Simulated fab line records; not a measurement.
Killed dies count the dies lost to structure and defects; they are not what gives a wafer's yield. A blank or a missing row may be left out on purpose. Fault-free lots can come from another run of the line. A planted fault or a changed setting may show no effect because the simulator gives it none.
fab line records + flow sky130
record
- lots=5
- wafers=14
- lastDay=50
route steps=708 shown LI_CONTACT@369 PAD_OPEN@708
lots with no fault: from the same line, run without faults
startH: hours from the record's opening day to when the first of the lot's shown wafers began + waitH: how many hours have passed since the lot's step before this one + " the same as in the row above + L1.1+2: one row covering several wafers at once + - either no value or no given start + * or withheld: withheld + < > ~ a bound
route shown NAME@n: NAME is a module with steps in the file, n the number in the route of the first one + usual: mean/standard deviation taken from wafers without a fault + same: alike in all rows + chamber/n: place in a boat + sites: per-site readings + _std_site: standard deviation of those values + _edge_site: mean of outer sites minus mean of inner sites + radiusMm: how far each site lies from the wafer's centre + mask NAME#n: copy n + behind: the tool/chamber that last shaped the wafer + hold: what put the lot on hold/how long, in hours/how the hold closed + device: the transistor (n, p or np) that didn't switch + end of line: at the end of the route, the tests of the same wafers + where a step has no rows: the recipe by itself + killed: at the first sort, the dies lost to defects and structure; wafer yield is something else + map: a wafer's dies, marking killed ones x, the rest . and places with no die _
set.NAME: the setting that was run; set.NAME@STEP: the one run at that earlier step + model.NAME: the simulator's own value behind a step, which no gauge read
lots at some steps of the route; a table a step, a row a wafer
services: when a tool's chamber went out of use (startH, in hours from the record's first day, below 0 if earlier), for how many hours, and the reason
## steps
# step SKY_LI_CONTACT_COAT_07
# recipe
- resist=KrF-thick
- spinRpm=3000
- resistThkNm=450
# step SKY_LI_CONTACT_SOFTBAKE_08
# recipe
- tempC=100
- timeS=90
- resist=KrF-thick
# step SKY_LI_CONTACT_EXPOSE_09
# recipe
- maskId=LICM1
- na=0.8
- sourceShape=annular
- sigmaInner=0.55
- sigmaOuter=0.85
- targetCdNm=170
- doseMj=38
# step SKY_LI_CONTACT_PEB_10
# recipe
- pebTempC=withheld
- pebTimeS=withheld
- resist=KrF-thick
# step SKY_LI_CONTACT_DEVELOP_11
# recipe
- developTimeS=60
- resist=KrF-thick
- devTempC=21
# step SKY_LI_CONTACT_CD_MEAS_12
# recipe
- targetCdNm=170
# usual
- cdNm=169.5/1.7
| lot.wafer | tool     | chamber | startH | waitH | cdNm  |
|-----------|----------|---------|--------|-------|-------|
| L793.2    | cdSem-01 | -       | 696.62 | -     | 169.6 |
| L793.4    | "        | -       | "      | "     | 172.1 |
| L793.5    | "        | -       | "      | "     | 170.6 |
| L797.1    | cdSem-02 | -       | 724.76 | -     | 169.5 |
| L797.3    | "        | -       | "      | "     | 168.9 |
| L806.2    | cdSem-02 | -       | 791.02 | -     | 170.0 |
| L806.3    | "        | -       | "      | "     | 170.7 |
| L806.4    | "        | -       | "      | "     | 170.3 |
| L808.2    | cdSem-01 | -       | 822.94 | -     | 170.8 |
| L808.3    | "        | -       | "      | "     | 171.4 |
| L808.6    | "        | -       | "      | "     | 170.7 |
| L811.2    | cdSem-02 | -       | 834.54 | -     | 166.3 |
| L811.4    | "        | -       | "      | "     | 167.0 |
| L811.5    | "        | -       | "      | "     | 163.9 |
# step SKY_LI_CONTACT_OVL_MEAS_13
# usual
- LI_CONTACT_OVL=-1/6.3
| lot.wafer | tool       | chamber | startH | waitH | LI_CONTACT_OVL[nm] |
|-----------|------------|---------|--------|-------|--------------------|
| L793.2    | overlay-01 | -       | 696.72 | 0.1   | 5                  |
| L793.4    | "          | -       | "      | "     | 0                  |
| L793.5    | "          | -       | "      | "     | -2                 |
| L797.1    | overlay-01 | -       | 724.88 | 0.1   | -5                 |
| L797.3    | "          | -       | "      | "     | -8                 |
| L806.2    | overlay-02 | -       | 791.12 | 0.1   | -1                 |
| L806.3    | "          | -       | "      | "     | -5                 |
| L806.4    | "          | -       | "      | "     | -4                 |
| L808.2    | overlay-02 | -       | 823.05 | 0.1   | -7                 |
| L808.3    | "          | -       | "      | "     | -2                 |
| L808.6    | "          | -       | "      | "     | -4                 |
| L811.2    | overlay-01 | -       | 834.64 | 0.1   | -5                 |
| L811.4    | "          | -       | "      | "     | -3                 |
| L811.5    | "          | -       | "      | "     | 5                  |
# step SKY_LI_CONTACT_ETCH_14
# recipe
- chemistry=N2/H2
- target=BARC
- ionEnergyEv=200
- sourceW=500
- biasW=100
- pressureMtorr=30
- n2FlowSccm=100
- h2FlowSccm=200
- stopOn=SiO2
- timeS=45.9
- targetDepthA=600
# usual
- drypumpMotorCurrentA=5.8/0.38
- oesProductAu=0.854/0.0049
- throttleValvePct=13.224/0.01
| lot.wafer | tool       | chamber | startH | waitH | drypumpMotorCurrentA | oesProductAu | rfHoursCounterH | throttleValvePct |
|-----------|------------|---------|--------|-------|----------------------|--------------|-----------------|------------------|
| L793.2    | rieDiel-04 | 3       | 696.75 | 0.0   | 5.4                  | 0.855        | 4               | 13.225           |
| L793.4    | "          | 1       | "      | "     | 5.8                  | 0.868        | 49              | 13.216           |
| L793.5    | "          | 3       | "      | "     | 5.4                  | 0.853        | -               | 13.219           |
| L797.1    | rieDiel-03 | 1       | 724.92 | 0.0   | 5.3                  | 0.860        | 16              | 13.222           |
| L797.3    | "          | 3       | "      | "     | 6.3                  | 0.851        | 11              | 13.235           |
| L806.2    | rieDiel-02 | 0       | 791.15 | 0.0   | 5.2                  | 0.847        | 14              | 13.240           |
| L806.3    | "          | 2       | "      | "     | 6.4                  | 0.855        | 2               | 13.231           |
| L806.4    | "          | 3       | "      | "     | 6.0                  | 0.854        | 11              | 13.222           |
| L808.2    | rieDiel-04 | 0       | 823.08 | 0.0   | 5.9                  | 0.862        | 8               | 13.214           |
| L808.3    | "          | 2       | "      | "     | 6.4                  | 0.856        | 2               | 13.217           |
| L808.6    | "          | 2       | "      | "     | 6.5                  | 0.853        | -               | 13.233           |
| L811.2    | rieDiel-04 | 0       | 834.67 | 0.0   | 5.9                  | 0.856        | 8               | 13.227           |
| L811.4    | "          | 2       | "      | "     | 6.4                  | 0.852        | 2               | 13.210           |
| L811.5    | "          | 1       | "      | "     | 5.8                  | 0.852        | -               | 13.240           |
# step SKY_LI_CONTACT_ETCH_15
# recipe
- target=PSG
- chemistry=C4F8/O2/Ar
- stopOn=Si
- taperDeg=4.15
- maskMaterial=KrF-thick
- sourceW=1500
- biasW=1200
- pressureMtorr=40
- c4f8FlowSccm=withheld
- O2_flow_sccm=6
- Ar_flow_sccm=300
- timeS=withheld
- targetDepthA=6000
# usual
- oesProductAu=0.837/0.0049
| lot.wafer | tool       | chamber | startH | waitH | oesProductAu |
|-----------|------------|---------|--------|-------|--------------|
| L793.2    | rieDiel-04 | 3       | 696.80 | 0.0   | 0.841        |
| L793.4    | "          | 1       | "      | "     | 0.829        |
| L793.5    | "          | 3       | "      | "     | 0.838        |
| L797.1    | rieDiel-03 | 1       | 724.96 | 0.0   | 0.840        |
| L797.3    | "          | 3       | "      | "     | 0.840        |
| L806.2    | rieDiel-02 | 0       | 791.20 | 0.0   | 0.833        |
| L806.3    | "          | 2       | "      | "     | 0.838        |
| L806.4    | "          | 3       | "      | "     | 0.832        |
| L808.2    | rieDiel-04 | 0       | 823.12 | 0.0   | 0.836        |
| L808.3    | "          | 2       | "      | "     | 0.836        |
| L808.6    | "          | 2       | "      | "     | 0.837        |
| L811.2    | rieDiel-04 | 0       | 834.71 | 0.0   | 0.846        |
| L811.4    | "          | 2       | "      | "     | 0.839        |
| L811.5    | "          | 1       | "      | "     | 0.833        |
# step SKY_LI_CONTACT_STRIP_16
# recipe
- chemistry=O2/N2
- powerW=1400
- pressureMtorr=1500
- platenTempC=withheld
- o2FlowSccm=3000
- n2FlowSccm=300
- overashFraction=0.5
# usual
- drypumpMotorCurrentA=5.7/0.53
- oesProductAu=0.376/0.0041
- stripTimeToEndpointS=3.494/0.027
| lot.wafer | tool           | chamber | startH | waitH | drypumpMotorCurrentA | oesProductAu | rfHoursCounterH | stripTimeToEndpointS |
|-----------|----------------|---------|--------|-------|----------------------|--------------|-----------------|----------------------|
| L793.2    | plasmaAsher-01 | 0       | 696.88 | -     | 6.3                  | 0.368        | 97              | 3.496                |
| L793.4    | "              | 1       | "      | "     | 5.0                  | 0.376        | -               | 3.443                |
| L793.5    | "              | 1       | "      | "     | 5.0                  | 0.380        | -               | 3.512                |
| L797.1    | plasmaAsher-04 | 1       | 725.05 | -     | 5.2                  | 0.372        | 30              | 3.532                |
| L797.3    | "              | 0       | "      | "     | 6.1                  | 0.365        | -               | 3.526                |
| L806.2    | plasmaAsher-02 | 1       | 791.28 | -     | 5.5                  | 0.371        | 92              | 3.515                |
| L806.3    | "              | 1       | "      | "     | 5.5                  | 0.379        | -               | 3.531                |
| L806.4    | "              | 0       | "      | "     | 6.1                  | 0.378        | -               | 3.493                |
| L808.2    | plasmaAsher-02 | 0       | 823.20 | -     | 6.1                  | 0.374        | 95              | 3.487                |
| L808.3    | "              | 0       | "      | "     | 6.1                  | 0.378        | -               | 3.532                |
| L808.6    | "              | 1       | "      | "     | 5.5                  | 0.378        | -               | 3.551                |
| L811.2    | plasmaAsher-02 | 0       | 834.80 | -     | 6.1                  | 0.377        | 96              | 3.466                |
| L811.4    | "              | 0       | "      | "     | 6.1                  | 0.386        | -               | 3.501                |
| L811.5    | "              | 0       | "      | "     | 6.1                  | 0.379        | -               | 3.467                |
# step SKY_LI_CONTACT_CLEAN_17
# recipe
- chemistry=NMP
- timeS=600
- tempC=60
- dry=n2Spin
# step SKY_LI_CONTACT_PRE_CLEAN_18
# recipe
- gas=Ar
- timeS=5.6
- biasV=358
# step SKY_LI_CONTACT_SPUTTER_19
# recipe
- material=Ti
- targetThkNm=20
- chamberPressurePa=5
- powerW=2500
- substrateTempC=200
- timeS=106.37
# usual
- throttleValvePct=29.5/1.5
| lot.wafer | tool          | chamber | startH | waitH | throttleValvePct | model.Ti_of_LI_CONTACT_SPUTTER_19.thkNm |
|-----------|---------------|---------|--------|-------|------------------|-----------------------------------------|
| L793.2    | pvdSputter-03 | -       | 697.18 | 0.0   | 31.4             | 20.16                                   |
| L793.4    | "             | -       | "      | "     | 28.6             | 20.04                                   |
| L793.5    | "             | -       | "      | "     | 29.1             | 20.23                                   |
| L797.1    | pvdSputter-03 | -       | 725.52 | 0.0   | 31.8             | 20.19                                   |
| L797.3    | "             | -       | "      | "     | 30.2             | 26.46                                   |
| L806.2    | pvdSputter-02 | -       | 791.75 | 0.0   | 30.4             | 20.27                                   |
| L806.3    | "             | -       | "      | "     | 28.7             | 19.85                                   |
| L806.4    | "             | -       | "      | "     | 31.1             | 20.03                                   |
| L808.2    | pvdSputter-01 | -       | 823.53 | 0.0   | 28.6             | 19.99                                   |
| L808.3    | "             | -       | "      | "     | 32.1             | 20.03                                   |
| L808.6    | "             | -       | "      | "     | 28.6             | 19.98                                   |
| L811.2    | pvdSputter-02 | -       | 835.09 | 0.0   | 28.4             | 20.09                                   |
| L811.4    | "             | -       | "      | "     | 28.6             | 19.96                                   |
| L811.5    | "             | -       | "      | "     | 27.1             | 20.13                                   |
# step SKY_LI_CONTACT_SPUTTER_20
# recipe
- material=TiN
- targetThkNm=20
- chamberPressurePa=5
- powerW=4000
- timeS=80
# usual
- throttleValvePct=29.5/1.5
| lot.wafer | tool          | chamber | startH | waitH | throttleValvePct |
|-----------|---------------|---------|--------|-------|------------------|
| L793.2    | pvdSputter-03 | -       | 697.25 | 0.0   | 31.6             |
| L793.4    | "             | -       | "      | "     | 28.8             |
| L793.5    | "             | -       | "      | "     | 28.9             |
| L797.1    | pvdSputter-03 | -       | 725.59 | 0.0   | 31.7             |
| L797.3    | "             | -       | "      | "     | 29.8             |
| L806.2    | pvdSputter-02 | -       | 791.83 | 0.0   | 30.4             |
| L806.3    | "             | -       | "      | "     | 28.2             |
| L806.4    | "             | -       | "      | "     | 30.6             |
| L808.2    | pvdSputter-01 | -       | 823.61 | 0.0   | 28.9             |
| L808.3    | "             | -       | "      | "     | 32.1             |
| L808.6    | "             | -       | "      | "     | 28.6             |
| L811.2    | pvdSputter-02 | -       | 835.17 | 0.0   | 28.8             |
| L811.4    | "             | -       | "      | "     | 28.5             |
| L811.5    | "             | -       | "      | "     | 26.7             |
# step SKY_PAD_OPEN_PROBE_99
# usual
- killed_at_M0_to_M3=42/7.4
- killed_at_M4_up=3.4/1.8
- killedAtContacts=25/5.4
- killedAtFrontEnd=15/4.4
- killedDies=86/9.3
- killedOpen=47/7.6
- killedShort=39/6.5
# same
- grossDies=492
- killedAtBackSide=0
- killedAtOther=0
| lot.wafer | tool      | chamber | startH  | waitH | killed_at_M0_to_M3 | killed_at_M4_up | killedAtContacts | killedAtFrontEnd | killedDies | killedOpen | killedShort |
|-----------|-----------|---------|---------|-------|--------------------|-----------------|------------------|------------------|------------|------------|-------------|
| L793.2    | prober-02 | -       | 1090.50 | 0.1   | 30                 | 2               | 25               | 16               | 73         | 46         | 27          |
| L793.4    | prober-02 | -       | 1090.60 | 0.2   | 37                 | 4               | 28               | 17               | 86         | 46         | 40          |
| L793.5    | prober-02 | -       | 1090.65 | 0.2   | 45                 | 1               | 23               | 17               | 86         | 40         | 46          |
| L797.1    | prober-02 | -       | 1113.62 | 0.1   | 39                 | 4               | 20               | 8                | 71         | 35         | 36          |
| L797.3    | prober-02 | -       | 1113.72 | 0.2   | 43                 | 2               | 15               | 20               | 80         | 46         | 34          |
| L806.2    | prober-02 | -       | 1160.89 | 0.1   | 51                 | 5               | 30               | 14               | 100        | 57         | 43          |
| L806.3    | prober-02 | -       | 1160.94 | 0.2   | 49                 | 3               | 34               | 19               | 105        | 63         | 42          |
| L806.4    | prober-02 | -       | 1160.99 | 0.2   | 41                 | 3               | 24               | 23               | 91         | 50         | 41          |
| L808.2    | prober-01 | -       | 1182.65 | 0.1   | 30                 | 1               | 39               | 14               | 84         | 43         | 41          |
| L808.3    | prober-01 | -       | 1182.70 | 0.2   | 42                 | 5               | 35               | 15               | 97         | 59         | 38          |
| L808.6    | prober-01 | -       | 1182.85 | 0.2   | 59                 | 3               | 15               | 21               | 98         | 58         | 40          |
| L811.2    | prober-01 | -       | 1188.20 | 0.1   | 35                 | 5               | 33               | 13               | 86         | 43         | 43          |
| L811.4    | prober-01 | -       | 1188.30 | 0.2   | 38                 | 3               | 21               | 6                | 68         | 44         | 24          |
| L811.5    | prober-01 | -       | 1188.35 | 0.2   | 31                 | 5               | 30               | 17               | 83         | 46         | 37          |
# killed by level:class
L793.2 CONTACT:geometricParticle:open=10 VIA1:geometricParticle:open=8 LI_CONTACT:geometricParticle:open=7 FIELD_ISO:geometricParticle:open=6 VIA2:geometricParticle:open=6 LOCAL_INTERCONNECT:geometricParticle:short=5 VIA3:geometricParticle:open=4 VIA3:geometricParticle:short=4
L793.4 CONTACT:geometricParticle:open=8 VIA1:geometricParticle:open=8 LI_CONTACT:geometricParticle:open=7 CONTACT:geometricParticle:short=7 METAL2:geometricParticle:short=7 FIELD_ISO:geometricParticle:open=5 VIA3:geometricParticle:open=5 LOCAL_INTERCONNECT:geometricParticle:short=5
L793.5 FIELD_ISO:geometricParticle:short=8 CONTACT:geometricParticle:open=8 METAL2:geometricParticle:short=8 VIA1:geometricParticle:open=7 VIA3:geometricParticle:open=7 LI_CONTACT:geometricParticle:open=6 METAL1:geometricParticle:short=6 POLY_GATE:geometricParticle:short=4
L797.1 VIA3:geometricParticle:open=7 LI_CONTACT:geometricParticle:open=6 VIA1:geometricParticle:open=6 CONTACT:geometricParticle:open=5 METAL2:geometricParticle:short=4 CONTACT:geometricParticle:short=4 VIA2:geometricParticle:short=4 VIA3:geometricParticle:short=4
L797.3 VIA1:geometricParticle:open=11 VIA2:geometricParticle:open=9 FIELD_ISO:geometricParticle:short=8 FIELD_ISO:geometricParticle:open=6 CONTACT:geometricParticle:open=6 LI_CONTACT:geometricParticle:open=5 VIA1:geometricParticle:short=5 VIA3:geometricParticle:open=5
L806.2 VIA1:geometricParticle:open=15 LI_CONTACT:geometricParticle:open=10 CONTACT:geometricParticle:open=10 VIA2:geometricParticle:open=7 VIA3:geometricParticle:open=7 LOCAL_INTERCONNECT:geometricParticle:short=5 CONTACT:geometricParticle:short=5 VIA1:geometricParticle:short=5
L806.3 VIA1:geometricParticle:open=16 LI_CONTACT:geometricParticle:open=12 METAL1:geometricParticle:short=8 LOCAL_INTERCONNECT:geometricParticle:short=7 CONTACT:geometricParticle:open=7 POLY_GATE:geometricParticle:open=6 CONTACT:geometricParticle:short=6 VIA2:geometricParticle:open=5
L806.4 CONTACT:geometricParticle:open=10 FIELD_ISO:geometricParticle:short=9 VIA1:geometricParticle:open=9 LI_CONTACT:geometricParticle:open=6 VIA2:geometricParticle:open=6 VIA3:geometricParticle:open=6 POLY_GATE:geometricParticle:open=5 CONTACT:geometricParticle:short=5
L808.2 LI_CONTACT:geometricParticle:open=12 CONTACT:geometricParticle:open=9 VIA1:geometricParticle:open=9 CONTACT:geometricParticle:short=7 LOCAL_INTERCONNECT:geometricParticle:short=6 METAL1:geometricParticle:short=6 FIELD_ISO:geometricParticle:short=4 LI_CONTACT:geometricParticle:short=4
L808.3 LI_CONTACT:geometricParticle:open=14 VIA1:geometricParticle:open=11 VIA2:geometricParticle:open=8 METAL1:geometricParticle:short=7 CONTACT:geometricParticle:open=7 FIELD_ISO:geometricParticle:open=5 POLY_GATE:geometricParticle:open=5 CONTACT:geometricParticle:short=5
L808.6 VIA2:geometricParticle:open=13 METAL2:geometricParticle:short=10 FIELD_ISO:geometricParticle:open=8 VIA1:geometricParticle:open=8 VIA3:geometricParticle:open=7 CONTACT:geometricParticle:open=6 VIA2:geometricParticle:short=5 POLY_GATE:geometricParticle:open=4
L811.2 CONTACT:geometricParticle:open=13 LI_CONTACT:geometricParticle:open=9 POLY_GATE:geometricParticle:short=5 VIA1:geometricParticle:open=5 VIA1:geometricParticle:short=5 LOCAL_INTERCONNECT:geometricParticle:short=4 METAL1:geometricParticle:short=4 VIA3:geometricParticle:short=4
L811.4 VIA3:geometricParticle:open=9 VIA2:geometricParticle:open=9 LI_CONTACT:geometricParticle:open=8 METAL1:geometricParticle:short=6 VIA1:geometricParticle:open=6 METAL2:geometricParticle:short=4 CONTACT:geometricParticle:open=4 FIELD_ISO:geometricParticle:open=3
L811.5 CONTACT:geometricParticle:open=13 CONTACT:geometricParticle:short=8 METAL2:geometricParticle:open=6 VIA1:geometricParticle:open=5 POLY_GATE:geometricParticle:short=4 METAL1:geometricParticle:short=4 VIA2:geometricParticle:open=4 METAL4:geometricParticle:short=4
## services
| tool           | chamber | startH | hours | kind          |
|----------------|---------|--------|-------|---------------|
| plasmaAsher-02 | -       | 674.19 | 8.3   | repair        |
| pvdSputter-02  | -       | 679.99 | 4.8   | repair        |
| rieDiel-03     | 3       | 683.70 | 2.6   | repair        |
| plasmaAsher-02 | -       | 684.45 | 14.6  | pm            |
| plasmaAsher-04 | -       | 690.53 | 5.0   | repair        |
| pvdSputter-01  | -       | 698.47 | 2.4   | repair        |
| rieDiel-04     | 2       | 703.66 | -     | clean         |
| rieDiel-04     | 2       | 703.66 | 22.6  | scheduledDown |
| rieDiel-04     | 2       | 703.66 | 22.6  | ventCycle     |
| rieDiel-02     | 1       | 704.29 | -     | clean         |
| pvdSputter-03  | -       | 716.76 | 8.5   | repair        |
| rieDiel-04     | 1       | 726.23 | -     | clean         |
| rieDiel-04     | 1       | 726.23 | 23.0  | scheduledDown |
| rieDiel-04     | 1       | 726.23 | 23.0  | ventCycle     |
| plasmaAsher-01 | -       | 733.75 | 9.0   | pm            |
| pvdSputter-01  | -       | 744.92 | 1.3   | repair        |
| plasmaAsher-04 | -       | 746.76 | 2.8   | pm            |
| plasmaAsher-02 | -       | 748.52 | 5.9   | repair        |
| pvdSputter-01  | -       | 759.12 | 6.3   | repair        |
| rieDiel-03     | 1       | 765.21 | 4.5   | repair        |
| rieDiel-04     | -       | 765.29 | 14.6  | pm            |
| rieDiel-04     | 1       | 793.67 | 7.6   | repair        |
| rieDiel-03     | 0       | 796.95 | 8.5   | repair        |
| plasmaAsher-04 | -       | 820.15 | 5.8   | repair        |
## key
firstSign none at tools or gauges
modelEffect
- step=SKY_LI_CONTACT_SPUTTER_19
- value=Ti_of_LI_CONTACT_SPUTTER_19.thkNm
- without=20.35
- struck=26.46
metAt SKY_LI_CONTACT_SPUTTER_19
struckWafers L797.3
testerLeftOut L797
onsetBetween 697.18 725.52
fault
- kind=processParameterDrift
- tool=pvdSputter-03
- chamber=-
- onsetH=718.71
- steps=SKY_LI_CONTACT_SPUTTER_19
- channel=targetThkNm
- offset=6.1109
- shape=step
- endH=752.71
- scope=struckWafersOnly
- actsIn=theseRecipesOnly
- stated=20
# testerLeftOut: of these lots the tester's yield and bins aren't shown, on N5 and GAA mostly nor the transistor test; their killed dies are dies lost to structure and defects alone, not to doping, threshold or leakage, so they don't give the yield
